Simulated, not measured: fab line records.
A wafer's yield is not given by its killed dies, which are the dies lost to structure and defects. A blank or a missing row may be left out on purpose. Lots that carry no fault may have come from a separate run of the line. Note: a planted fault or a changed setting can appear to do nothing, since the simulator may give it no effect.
Matching of chambers	flow gf180mcu	GF_V3_ETCH_16 on rieDiel-02: 4 sister chambers
The step etches BARC in N2/H2. 8 wafers are shown with their chamber, then 11 later ones without.

EACH WAFER AND ITS CHAMBER
wafer	chamber	drypumpMotorCurrentA (A)	rfFwdPowerW (W)
L079.4	3	5.5	492.5
L079.5	3	5.5	494.9
L082.5	0	5.4	496.2
L083.1	2	5.7	497.6
L083.2	0	5.3	494.4
L084.1	2	5.7	495.6
L084.5	1	5.4	496.8
L085.2	1	5.4	496.7

WAFERS WITHOUT THEIR CHAMBER
wafer	drypumpMotorCurrentA (A)	rfFwdPowerW (W)
L085.4	5.3	497.1
L085.5	5.7	495.9
L090.1	5.4	493.9
L090.4	5.5	492.4
L090.5	5.4	495.2
L091.1	5.7	496.3
L091.3	5.4	493.7
L091.6	5.7	496.4
L095.2	5.5	492.4
L095.4	5.7	498.5
L095.5	5.3	496.2

WHICH CHAMBER EACH WENT THROUGH
wafer	from the rows above	in truth
L085.4	can't be placed: 0 or 1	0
L085.5	2	2
L090.1	can't be placed: 0 or 1 or 3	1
L090.4	3	3
L090.5	can't be placed: 1 or 0 or 3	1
L091.1	2	2
L091.3	can't be placed: 0 or 1 or 3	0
L091.6	2	2
L095.2	3	3
L095.4	2	2
L095.5	can't be placed: 0 or 1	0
Placed correctly: 6 of 11. These rows do not allow placing 5 (true chamber among the candidates in 5). Placed wrongly: 0.
How it was worked out, from the rows above alone: a wafer's distance from a chamber is the root of the sum, over the readings, of the square of ((its reading less the chamber's mean) divided by the reading's scatter). If the next closest chamber is less than 2 further off than the closest, the wafer can't be placed; otherwise it belongs to the closest. For every chamber, the mean is computed from those of its wafers that are shown. The scatter is the square root of a quotient: the sum, over the shown wafers, of each reading's squared deviation from its chamber's mean, divided by wafers minus chambers.
